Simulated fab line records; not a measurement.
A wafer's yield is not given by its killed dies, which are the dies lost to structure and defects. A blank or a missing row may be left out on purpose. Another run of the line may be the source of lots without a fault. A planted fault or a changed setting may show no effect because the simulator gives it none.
Which of the tools did it?    flow gf180mcu    11 lots with 33 wafers sampled at 5 steps, on a route of 602 steps

== WHAT THE GAUGES READ, wafer by wafer ==
GF_MVPSD_TW_MEAS_11. Usual: MVPSD_TW typically reads 556, with standard deviation 5.5.
lot   measured      on             MVPSD_TW     flag
L322  day 6 01:31   film-metro-03  550 548 550  
L324  day 6 15:03   film-metro-04  559 559 558  
L327  day 7 06:12   film-metro-04  562 564 559  
L328  day 7 14:55   film-metro-03  548 549 551  
L329  day 7 19:40   film-metro-03  550 548 546  
L331  day 8 05:12   film-metro-03  549 553 550  
L335  day 9 05:18   film-metro-04  563 562 562  
L336  day 9 12:56   film-metro-03  553 555 554  
L337  day 9 18:55   film-metro-03  550 551 550  
L338  day 10 00:10  film-metro-04  560 563 561  
L341  day 10 18:29  film-metro-04  559 560 559  

GF_VT_IMPLANT_TW_MEAS_21. Usual: VT_IMPLANT_2_TW typically reads 1217, with standard deviation 13.
lot   measured      on             VT_IMPLANT_2_TW  flag
L322  day 7 07:56   film-metro-01  1237 1240 1235   
L324  day 7 22:04   film-metro-01  1234 1226 1238   
L327  day 8 14:17   film-metro-01  1230 1228 1230   
L328  day 8 23:52   film-metro-03  1211 1204 1205   
L329  day 9 04:19   film-metro-01  1229 1227 1228   
L331  day 9 14:29   film-metro-01  1218 1228 1229   
L335  day 10 16:32  film-metro-01  1226 1230 1226   
L336  day 11 01:02  film-metro-01  30 30 30         OFF
L337  day 11 06:32  film-metro-02  30 30 30         OFF
L338  day 11 12:52  film-metro-02  30 30 30         OFF
L341  day 12 08:07  film-metro-01  1222 1221 1220   

== WHICH TOOL RAN EACH LOT (tool, then ch and the chambers of the sampled wafers, then the start) ==
lot   GF_NWELL_STRIP_10                    GF_VT_IMPLANT_STRIP_09                GF_VT_IMPLANT_STRIP_20
L322  plasma-asher-02 ch 0,1, day 4 05:55  plasma-asher-03 ch 0,1, day 6 15:52   plasma-asher-04 ch 0,1, day 7 07:41
L324  plasma-asher-04 ch 0,1, day 4 18:00  plasma-asher-03 ch 0,1, day 7 06:26   plasma-asher-02 ch 0,1, day 7 21:58
L327  plasma-asher-02 ch 0,1, day 5 09:23  plasma-asher-03 ch 0,1, day 7 21:56   plasma-asher-02 ch 0,1, day 8 14:11
L328  plasma-asher-04 ch 0,1, day 5 17:02  plasma-asher-02 ch 0,1, day 8 06:38   plasma-asher-04 ch 0,1, day 8 23:47
L329  plasma-asher-04 ch 0,1, day 5 20:53  plasma-asher-03 ch 0,1, day 8 11:16   plasma-asher-02 ch 0,1, day 9 04:12
L331  plasma-asher-03 ch 0,1, day 6 05:33  plasma-asher-02 ch 0, day 8 22:12     plasma-asher-02 ch 0,1, day 9 14:23
L335  plasma-asher-02 ch 0,1, day 7 04:25  plasma-asher-02 ch 0,1, day 9 22:19   plasma-asher-04 ch 0,1, day 10 16:26
L336  plasma-asher-02 ch 0,1, day 7 11:08  plasma-asher-04 ch 0,1, day 10 07:08  plasma-asher-03 ch 0,1, day 11 00:56
L337  plasma-asher-02 ch 0,1, day 7 17:23  plasma-asher-02 ch 0,1, day 10 11:56  plasma-asher-02 ch 0,1, day 11 06:26
L338  plasma-asher-03 ch 0,1, day 7 20:48  plasma-asher-03 ch 0,1, day 10 17:41  plasma-asher-04 ch 0,1, day 11 12:46
L341  plasma-asher-04 ch 0,1, day 8 13:32  plasma-asher-03 ch 0,1, day 11 13:05  plasma-asher-02 ch 0,1, day 12 08:02
- GF_NWELL_STRIP_10: strips in O2/N2.
- GF_VT_IMPLANT_STRIP_09: strips in O2/N2.
- GF_VT_IMPLANT_STRIP_20: strips in O2/N2.

== AS READ BY THE TOOLS THEMSELVES (means over the sampled wafers that have a number; for cases with no such wafer, the mark the record gives instead) ==
GF_NWELL_STRIP_10. Usual: chamber-pressure-mTorr 1499.9 mTorr, standard deviation 1.4; drypump-motor-current-A 5.8 A, standard deviation 0.46; heater-power-w 339 W, standard deviation 36; n2-flow-sccm 300.0 sccm, standard deviation 0.98; oes-product-au 0.723 a.u., standard deviation 0.0047; strip-time-to-endpoint-s 36.99 s, standard deviation 0.086.
lot   tool             chamber-pressure-mTorr (mTorr)  drypump-motor-current-A (A)  heater-power-w (W)  n2-flow-sccm (sccm)  oes-product-au (a.u.)  strip-time-to-endpoint-s (s)  flag
L322  plasma-asher-02  1500.6                          5.9                          325                 299.7                0.721                  36.74                         
L324  plasma-asher-04  1498.6                          6.1                          323                 300.0                0.720                  37.06                         
L327  plasma-asher-02  1498.3                          5.8                          325                 301.1                0.721                  37.04                         
L328  plasma-asher-04  1498.7                          5.6                          311                 300.5                0.727                  37.08                         
L329  plasma-asher-04  1500.5                          5.7                          308                 300.3                0.726                  36.86                         
L331  plasma-asher-03  1500.3                          5.4                          393                 300.2                0.720                  37.04                         
L335  plasma-asher-02  1499.1                          5.8                          326                 299.7                0.723                  37.02                         
L336  plasma-asher-02  1500.1                          5.9                          329                 300.0                0.725                  37.03                         
L337  plasma-asher-02  1499.5                          5.9                          321                 300.4                0.721                  37.01                         
L338  plasma-asher-03  1499.6                          5.6                          383                 300.7                0.719                  37.03                         
L341  plasma-asher-04  1500.4                          5.7                          305                 301.4                0.720                  36.92                         

GF_VT_IMPLANT_STRIP_09. Usual: chamber-pressure-mTorr 1499.9 mTorr, standard deviation 1.5; drypump-motor-current-A 5.7 A, standard deviation 0.38; heater-power-w 343 W, standard deviation 31; n2-flow-sccm 300.1 sccm, standard deviation 0.97; oes-product-au 0.716 a.u., standard deviation 0.0047; strip-time-to-endpoint-s 12.63 s, standard deviation 0.038.
lot   tool             chamber-pressure-mTorr (mTorr)  drypump-motor-current-A (A)  heater-power-w (W)  n2-flow-sccm (sccm)  oes-product-au (a.u.)  strip-time-to-endpoint-s (s)  flag
L322  plasma-asher-03  1498.4                          5.4                          388                 300.3                0.717                  12.60                         
L324  plasma-asher-03  1499.3                          5.4                          383                 300.1                0.714                  12.71                         
L327  plasma-asher-03  1499.5                          5.4                          386                 300.1                0.718                  12.67                         
L328  plasma-asher-02  1499.8                          5.9                          325                 300.9                0.717                  12.65                         
L329  plasma-asher-03  1499.7                          5.4                          395                 300.9                0.715                  12.64                         
L331  plasma-asher-02  1498.5                          6.1                          315                 299.9                0.717                  12.58                         
L335  plasma-asher-02  1501.8                          5.9                          327                 299.6                0.716                  12.64                         
L336  plasma-asher-04  -                               -                            -                   -                    -                      -                             OFF
L337  plasma-asher-02  -                               -                            -                   -                    -                      -                             OFF
L338  plasma-asher-03  -                               -                            -                   -                    -                      -                             OFF
L341  plasma-asher-03  1499.6                          5.4                          389                 298.8                0.710                  12.64                         

GF_VT_IMPLANT_STRIP_20. Usual: chamber-pressure-mTorr 1499.9 mTorr, standard deviation 1.2; drypump-motor-current-A 5.8 A, standard deviation 0.48; heater-power-w 337 W, standard deviation 32; n2-flow-sccm 300.0 sccm, standard deviation 0.77; oes-product-au 0.716 a.u., standard deviation 0.0044; strip-time-to-endpoint-s 12.63 s, standard deviation 0.033.
lot   tool             chamber-pressure-mTorr (mTorr)  drypump-motor-current-A (A)  heater-power-w (W)  n2-flow-sccm (sccm)  oes-product-au (a.u.)  strip-time-to-endpoint-s (s)  flag
L322  plasma-asher-04  1500.6                          5.7                          313                 299.2                0.718                  12.61                         
L324  plasma-asher-02  1498.7                          5.7                          322                 300.3                0.719                  12.65                         
L327  plasma-asher-02  1500.7                          5.9                          322                 300.6                0.717                  12.65                         
L328  plasma-asher-04  1499.9                          6.1                          317                 299.9                0.717                  12.59                         
L329  plasma-asher-02  1499.0                          5.8                          328                 300.3                0.716                  12.63                         
L331  plasma-asher-02  1500.1                          5.9                          325                 299.1                0.711                  12.69                         
L335  plasma-asher-04  1500.2                          5.7                          310                 299.9                0.713                  12.61                         
L336  plasma-asher-03  1500.3                          5.4                          384                 299.8                0.719                  27.62                         OFF
L337  plasma-asher-02  1499.6                          5.9                          323                 299.5                0.720                  27.75                         OFF
L338  plasma-asher-04  1500.0                          5.7                          314                 300.4                0.719                  27.54                         OFF
L341  plasma-asher-02  1500.3                          5.9                          322                 300.4                0.714                  12.66                         

== THE ANSWER, worked out from the rows above alone ==
Rule: take the mean of a lot's wafers that have a number; if it is more than 3 standard deviations from the usual mean, the lot is off. A lot without any number at a reading at which 4 lots or more have one is off too. All remaining lots with rows at the step are treated as sound. After the gauges, taken in route order, come the tools' own readings; for these a lot's mean is taken, as printed above. The first step at which some lot is off is used, and at that step the reading that is off furthest; a lot without a number counts as furthest.
Off: L336, L337, L338, at GF_VT_IMPLANT_TW_MEAS_21 (VT_IMPLANT_2_TW).
If a tool, at a process step before that reading, ran all the lots that are off and no sound lot after the first of them, it fits. Not tried: the gauges at GF_VT_IMPLANT_TW_MEAS_21; whatever is off there is also off at GF_VT_IMPLANT_STRIP_09, on other tools, and gauge error can't account for it. None of those tried fits.

== WHAT THE SIMULATOR HAD INSERTED ==
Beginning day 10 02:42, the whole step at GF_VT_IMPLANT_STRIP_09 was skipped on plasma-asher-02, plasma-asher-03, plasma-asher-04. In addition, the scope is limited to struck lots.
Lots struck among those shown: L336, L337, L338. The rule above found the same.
